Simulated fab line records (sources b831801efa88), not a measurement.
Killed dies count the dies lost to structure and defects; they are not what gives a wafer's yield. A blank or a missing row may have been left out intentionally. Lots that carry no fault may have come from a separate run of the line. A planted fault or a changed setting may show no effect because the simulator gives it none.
A lot that was struck, set against a sound lot + flow sky130 + 43 steps out of a route of 708
Sound: wafers L453.1, L453.5, L453.6. Struck: wafers L471.4, L471.5, L471.6. At the end, the cause is stated.
Each step with rows lists, per side, the tool, then ch with its chambers, then its first start. Under that, the readings that differ: sound wafers + struck wafers + difference of the means + sigmas: that difference in standard deviations of wafers without a fault.
alike: readings with means less than 2 such deviations apart, plus words and numbers identical on both sides. not compared: withheld readings, readings lacking a value on some wafer, bounds such as >300 that could conceal the same value, and numbers that have no deviation in the record and whose values overlap.
Wherever a step has rows on one side only, a row that says differs or no value, or a row with sigmas, the two part there. Numbers that have no deviation but don't overlap get no sigmas and don't part them. Lack of a reading on every wafer of one side parts them only where that side has two or more wafers.

SKY_FIELD_ISO_ETCH_14: etches BARC in N2/H2, stops on SiO2, time 45.9 s, target depth 60 nm.
  sound on rie diel-01 ch 0,2,3, day 3 02:04; struck on rie diel-04 ch 0,1,2, day 6 22:32
  alike: bias w, drypump motor current A, oes product au, throttle valve pct
  not compared: rf hours counter h
then, 1 step without rows for these wafers: SKY_FIELD_ISO_ETCH_15 (etches the open film in CHF3/O2, stops on Si, target depth 180 nm, time 72 s).
SKY_FIELD_ISO_STRIP_16: strips in O2/N2.
  sound on plasma asher-01 ch 0,1, day 3 02:10; struck on plasma asher-01 ch 0,1, day 6 22:40
  alike: drypump motor current A, o2 flow sccm, oes product au, strip time to endpoint s
  not compared: rf hours counter h
SKY_FIELD_ISO_ETCH_17: etches Si in HBr/Cl2/O2, target depth 342 nm, time 97.7 s.
  sound on rie si-02 ch 0,3, day 3 02:16; struck on rie si-01 ch 0,1,3, day 6 22:44
  alike: bias w, drypump motor current A, oes product au, throttle valve pct
  not compared: rf hours counter h
then, 5 steps without rows for these wafers: SKY_FIELD_ISO_WET_ETCH_18 (etches Si3N4 in H3PO4, target depth 25 nm, time 286 s); SKY_FIELD_ISO_CLEAN_19 (cleans in SC1/SC2, time 150 s); SKY_FIELD_ISO_CLEAN_20 (cleans in dHF, time 20 s); SKY_FIELD_ISO_WET_ETCH_21 (etches SiO2 in dHF, target depth 20 nm, time 400 s); SKY_FIELD_ISO_OXIDATION_22 (stabilise 600 s, purge 300 s, target thk 10 nm).
SKY_FIELD_ISO_THK_MEAS_23:
  sound on film metro-04, day 3 04:13; struck on film metro-01, day 7 01:25
  alike: FIELD_ISO_OXIDATION_01_THK
then, 1 step without rows for these wafers: SKY_FIELD_ISO_CVD_24 (deposits SiO2, target thk 595 nm, time 99.2 s).
SKY_FIELD_ISO_THK_MEAS_25:
  sound on film metro-03, day 3 04:21; struck on film metro-03, day 7 01:33
  alike: FIELD_ISO_CVD_24_THK
SKY_FIELD_ISO_ANNEAL_26: time 1800 s.
  sound on furnace-02 ch 0, day 3 05:45; struck on furnace-01 ch 0, day 7 01:35
  alike: spike tc bottom C, spike tc upper C
then, 6 steps without rows for these wafers: SKY_FIELD_ISO_CMP_27 (polishes, stops on Si3N4, t overpolish 16 s, target thk 457.8 nm); SKY_FIELD_ISO_WET_ETCH_28 (etches SiO2 in dHF, target depth 23.7 nm, time 47 s); SKY_FIELD_ISO_WET_ETCH_29 (etches Si3N4 in H3PO4, target depth 160 nm, time 1825 s); SKY_FIELD_ISO_WET_ETCH_30 (etches SiO2 in dHF, target depth 25 nm, time 50 s); SKY_NWELL_CLEAN_00 (cleans in SC1/SC2, time 150 s); SKY_NWELL_OXIDATION_01 (stabilise 600 s, purge 300 s, target thk 10 nm).
SKY_NWELL_THK_MEAS_02:
  sound on film metro-02, day 3 14:10; struck on film metro-04, day 7 06:56
| reading                  | sound          | struck            | difference | sigmas |
|--------------------------|----------------|-------------------|------------|--------|
| NWELL_OXIDATION_THK (nm) | 9.79 9.81 9.75 | 10.29 10.29 10.19 | +0.47      | +2     |
then, 8 steps without rows for these wafers: SKY_DNWELL_DEHYDRATE_00 (time 60 s); SKY_DNWELL_HMDS_01 (prime time 60 s); SKY_DNWELL_COAT_02 (resist thk 3000 nm); SKY_DNWELL_SOFTBAKE_03; SKY_DNWELL_EXPOSE_04 (exposes mask DNM, target cd 3000 nm); SKY_DNWELL_PEB_05; SKY_DNWELL_DEVELOP_06 (develop time 58.39 s); SKY_DNWELL_IMPLANT_07.
SKY_DNWELL_STRIP_08: strips in O2/N2.
  sound on plasma asher-03 ch 0,1, day 4 05:11; struck on plasma asher-04 ch 0,1, day 8 02:07
  alike: drypump motor current A, o2 flow sccm, oes product au, strip time to endpoint s
  not compared: rf hours counter h
SKY_DNWELL_TW_MEAS_09:
  sound on film metro-02, day 4 05:17; struck on film metro-04, day 8 02:13
  alike: DNWELL_TW
then, 7 steps without rows for these wafers: SKY_PWDE_DEHYDRATE_00 (time 60 s); SKY_PWDE_HMDS_01 (prime time 60 s); SKY_PWDE_COAT_02 (resist thk 3000 nm); SKY_PWDE_SOFTBAKE_03; SKY_PWDE_EXPOSE_04 (exposes mask PWDEM, target cd 840 nm); SKY_PWDE_PEB_05; SKY_PWDE_DEVELOP_06 (develop time 60 s).
SKY_PWDE_OVL_MEAS_07:
  sound on overlay-02, day 4 21:35; struck on overlay-02, day 8 22:35
  alike: PWDE_OVL
following that, these wafers have no rows for 1 step: SKY_PWDE_IMPLANT_08.
SKY_PWDE_STRIP_09: strips in O2/N2.
  sound on plasma asher-02 ch 0,1, day 4 21:46; struck on plasma asher-01 ch 0,1, day 8 22:48
  alike: drypump motor current A, o2 flow sccm, oes product au, strip time to endpoint s
  not compared: rf hours counter h
SKY_PWDE_TW_MEAS_10:
  sound on film metro-04, day 4 21:52; struck on film metro-02, day 8 22:53
  alike: PWDE_TW
then, 1 step without rows for these wafers: SKY_NWELL_DEHYDRATE_03 (time 60 s).
-- the record jumps here: 42 days lie between the struck wafers' starts before and after (it left off in module NWELL and takes up again in module PAD_OPEN, whose first step shown is number 708 of the route) --
SKY_PAD_OPEN_PROBE_99:
  sound on prober-02, day 46 14:32; struck on prober-02, day 50 14:55
| reading                                         | sound                | struck               | difference | sigmas |
|-------------------------------------------------|----------------------|----------------------|------------|--------|
| model.etest.diode nwell sub.leak log10 a cm2    | -7.385 -7.144 -7.3   | -6.709 -7.031 -6.886 | +0.401     |        |
| model.etest.diode dnwell sub.leak log10 a cm2   | -7.143 -7.254 -7.249 | -6.882 -6.694 -7.075 | +0.332     |        |
| model.etest.diode pwell dnwell.leak log10 a cm2 | -7.972 -7.634 -7.658 | -7.626 -6.963 -7.456 | +0.406     |        |
  alike: killed_at_M0_to_M3, killed_at_M4_up, killed at contacts, killed at front end, killed at other, killed dies, killed open, killed short

WHERE THEY PART
Within this record, at SKY_NWELL_THK_MEAS_02 only. Later steps at which nothing parts them and some readings are alike: SKY_DNWELL_STRIP_08, SKY_DNWELL_TW_MEAS_09, SKY_PWDE_OVL_MEAS_07, SKY_PWDE_STRIP_09, SKY_PWDE_TW_MEAS_10, SKY_PAD_OPEN_PROBE_99.

WHY: the cause the simulator had injected
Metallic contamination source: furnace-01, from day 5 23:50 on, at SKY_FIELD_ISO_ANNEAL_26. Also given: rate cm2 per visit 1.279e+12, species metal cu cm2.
